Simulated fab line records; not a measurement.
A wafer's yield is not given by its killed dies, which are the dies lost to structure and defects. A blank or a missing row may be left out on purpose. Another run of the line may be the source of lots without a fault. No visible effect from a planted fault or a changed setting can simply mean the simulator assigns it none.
A lot that was struck, set against a sound lot    flow sky130    46 out of 708 route steps
Sound: the wafers L969.1, L969.4, L969.6. Wafers L971.1, L971.3, L971.6 were the ones struck. Last of all comes the cause.
Per side, at each step with rows, come the tool, then ch with its chambers, and then its first start. Under that, the readings that differ: sound wafers    struck wafers    difference of the means    sigmas: that difference in standard deviations of wafers without a fault.
alike: same words and numbers on both sides, and readings whose means sit less than 2 such deviations apart. not compared: any withheld reading, any reading some wafer has no value for, any bound like >300 that may hide the same value, and any number with overlapping values for which the record gives no deviation.
A row with sigmas, a row that says differs or no value, or rows on one side alone: a step with any of these is where the two part. When numbers do not overlap yet have no deviation, they are printed without sigmas and do not part them. Lack of a reading on every wafer of one side parts them only where that side has two or more wafers.

first, 6 steps without rows for these wafers: SKY_VT_ADJUST_LVTN_HMDS_01 (prime time 60 s); SKY_VT_ADJUST_LVTN_COAT_02 (resist thk 3000 nm); SKY_VT_ADJUST_LVTN_SOFTBAKE_03; SKY_VT_ADJUST_LVTN_EXPOSE_04 (exposes mask NWM COMPLEMENT LESS NATIVE, target cd 840 nm); SKY_VT_ADJUST_LVTN_PEB_05; SKY_VT_ADJUST_LVTN_DEVELOP_06 (develop time 60 s).
SKY_VT_ADJUST_LVTN_OVL_MEAS_07:
  sound on overlay-02 at day 9 12:24; struck on overlay-02 at day 10 11:21
  alike: VT_ADJUST_LVTN_OVL
then, 1 step without rows for these wafers: SKY_VT_ADJUST_LVTN_IMPLANT_08.
SKY_VT_ADJUST_LVTN_STRIP_09: strips in O2/N2.
  sound on plasma_asher-04 ch 0,1, day 9 12:35; struck on plasma_asher-02 ch 0,1, day 10 11:32
  alike: drypump_motor_current_A, oes_product_au, strip_time_to_endpoint_s
  not compared: rf_hours_counter_h
SKY_VT_ADJUST_LVTN_TW_MEAS_10:
  sound on film_metro-02 at day 9 12:41; struck on film_metro-02 at day 10 11:38
  alike: VT_ADJUST_LVTN_TW
then, 2 steps without rows for these wafers: SKY_VT_ADJUST_LVTN_DEHYDRATE_11 (time 60 s); SKY_VT_ADJUST_LVTN_HMDS_12 (prime time 60 s).
SKY_VT_ADJUST_LVTN_COAT_13: resist thk 1140 nm.
  struck on litho_track-04, day 10 22:53; sound on litho_track-03 ch 0, day 9 23:21
  no value came back on the struck wafers for chill_plate_temp_C (C), dispense_pressure_kPa (kPa), spin_speed_rpm (rpm); on the sound wafers chill_plate_temp_C (C) reads 23.02 22.99 23.04
then, 4 steps without rows for these wafers: SKY_VT_ADJUST_LVTN_SOFTBAKE_14 (time 60 s); SKY_VT_ADJUST_LVTN_EXPOSE_15 (exposes mask HVN STD DERIVED, target cd 600 nm); SKY_VT_ADJUST_LVTN_PEB_16; SKY_VT_ADJUST_LVTN_DEVELOP_17 (develop time 60 s).
SKY_VT_ADJUST_LVTN_OVL_MEAS_18:
  sound on overlay-01 at day 10 10:36; struck on overlay-01 at day 11 10:15
reading                     sound           struck  difference                     sigmas
VT_ADJUST_LVTN_01_OVL (nm)  -1.4 -2.9 -3.2  - - -   no value on the struck wafers  
then, 1 step without rows for these wafers: SKY_VT_ADJUST_LVTN_IMPLANT_19.
SKY_VT_ADJUST_LVTN_STRIP_20: strips in O2/N2.
  sound on plasma_asher-01 ch 1, day 10 10:47; struck on plasma_asher-04 ch 0,1, day 11 10:26
  no value came back on the struck wafers for oes_product_au (a.u.), strip_time_to_endpoint_s (s); on the sound wafers oes_product_au (a.u.) reads 0.715 0.717 0.715
  alike: drypump_motor_current_A
  not compared: rf_hours_counter_h
SKY_VT_ADJUST_LVTN_TW_MEAS_21:
  sound on film_metro-03 at day 10 10:53; struck on film_metro-03 at day 11 10:32
  alike: VT_ADJUST_LVTN_2_TW
then, 7 steps without rows for these wafers: SKY_VT_ADJUST_NCORE_DEHYDRATE_00 (time 60 s); SKY_VT_ADJUST_NCORE_HMDS_01 (prime time 60 s); SKY_VT_ADJUST_NCORE_COAT_02 (resist thk 1140 nm); SKY_VT_ADJUST_NCORE_SOFTBAKE_03 (time 60 s); SKY_VT_ADJUST_NCORE_EXPOSE_04 (exposes mask LVTN COMPLEMENT THIN, target cd 380 nm); SKY_VT_ADJUST_NCORE_PEB_05; SKY_VT_ADJUST_NCORE_DEVELOP_06 (develop time 60 s).
SKY_VT_ADJUST_NCORE_CD_MEAS_07: target cd 380 nm.
  sound on cd_sem-02 at day 11 09:45; struck on cd_sem-01 at day 12 10:32
  alike: cd_nm
SKY_VT_ADJUST_NCORE_OVL_MEAS_08:
  sound on overlay-01 at day 11 09:52; struck on overlay-02 at day 12 10:40
  alike: VT_ADJUST_NCORE_OVL
then, 1 step without rows for these wafers: SKY_VT_ADJUST_NCORE_IMPLANT_09.
SKY_VT_ADJUST_NCORE_STRIP_10: strips in O2/N2.
  sound on plasma_asher-03 ch 0,1, day 11 10:03; struck on plasma_asher-02 ch 0, day 12 10:51
  alike: drypump_motor_current_A, oes_product_au, strip_time_to_endpoint_s
  not compared: rf_hours_counter_h
SKY_VT_ADJUST_NCORE_TW_MEAS_11:
  sound on film_metro-03 at day 11 10:09; struck on film_metro-01 at day 12 10:57
reading             sound              struck             difference  sigmas
VT_ADJUST_NCORE_TW  216.7 215.4 215.6  249.9 251.8 252.1  +35.4       +14
then, 7 steps without rows for these wafers: SKY_VT_ADJUST_HVTR_DEHYDRATE_00 (time 60 s); SKY_VT_ADJUST_HVTR_HMDS_01 (prime time 60 s); SKY_VT_ADJUST_HVTR_COAT_02 (resist thk 1140 nm); SKY_VT_ADJUST_HVTR_SOFTBAKE_03 (time 60 s); SKY_VT_ADJUST_HVTR_EXPOSE_04 (exposes mask HVTRM, target cd 380 nm); SKY_VT_ADJUST_HVTR_PEB_05; SKY_VT_ADJUST_HVTR_DEVELOP_06 (develop time 60 s).
SKY_VT_ADJUST_HVTR_CD_MEAS_07: target cd 380 nm.
  sound on cd_sem-02 at day 12 10:09; struck on cd_sem-02 at day 13 11:59
  alike: cd_nm
SKY_VT_ADJUST_HVTR_OVL_MEAS_08:
  sound on overlay-01 at day 12 10:16; struck on overlay-01 at day 13 12:06
  alike: VT_ADJUST_HVTR_OVL
SKY_VT_ADJUST_HVTR_TW_MEAS_11:
  sound on film_metro-01 at day 12 10:34; struck on film_metro-01 at day 13 12:23
reading            sound              struck             difference  sigmas
VT_ADJUST_HVTR_TW  212.5 213.8 212.8  246.2 247.3 248.3  +34.2       +14
SKY_VT_ADJUST_PCH_TW_MEAS_10:
  sound on film_metro-04 at day 13 12:00; struck on film_metro-01 at day 14 13:59
reading           sound              struck             difference  sigmas
VT_ADJUST_PCH_TW  142.5 142.7 142.8  206.1 205.4 205.4  +63.0       +42
SKY_SONOS_TUNNEL_TW_MEAS_12:
  sound on film_metro-04 at day 14 14:07; struck on film_metro-02 at day 15 16:23
reading          sound              struck             difference  sigmas
SONOS_TUNNEL_TW  198.9 198.6 198.9  231.5 231.3 231.7  +32.7       +19
-- the record jumps here: 33 days lie between the struck wafers' starts before and after (it left off in module SONOS_TUNNEL and takes up again in module PAD_OPEN, whose first step shown is number 708 of the route) --
SKY_PAD_OPEN_PROBE_99:
  sound on prober-02 at day 48 10:19; struck on prober-02 at day 49 00:11
reading                                    sound                          struck                         difference  sigmas
model.etest.nfet_16v.r_on_ohm_um           1.408e+04 1.411e+04 1.393e+04  1.588e+04 1.601e+04 1.593e+04  +1.900e+03  
model.etest.res_pwde_under_gate.rs_ohm_sq  6171 6161 6181                 5543 5608 5544                 -606        
model.etest.pfet_g5v0d10v5.r_on_ohm_um     4700 4700 4739                 4375 4444 4480                 -280        
model.etest.tip_p.rs_ohm_sq                6825 6812 6807                 6621 6640 6582                 -200        
model.etest.tip_sonos.rs_ohm_sq            2715 2688 2739                 2782 2840 2836                 +105        
model.etest.tip_p_5v.rs_ohm_sq             2907 2899 2902                 2782 2766 2771                 -130        
model.etest.nfet_05v0_nvt.drive_ua_um      579.1 575.9 575.2              545 536.1 535.4                -38         
model.etest.sonos_uncharged.r_on_ohm_um    789.6 792.5 779.5              820.9 809.3 831.6              +33.4       

## WHERE THEY PART
Last at SKY_SONOS_TUNNEL_TW_MEAS_12 as far as this record goes, first at SKY_VT_ADJUST_LVTN_COAT_13.

WHY: what had been put in by the simulator
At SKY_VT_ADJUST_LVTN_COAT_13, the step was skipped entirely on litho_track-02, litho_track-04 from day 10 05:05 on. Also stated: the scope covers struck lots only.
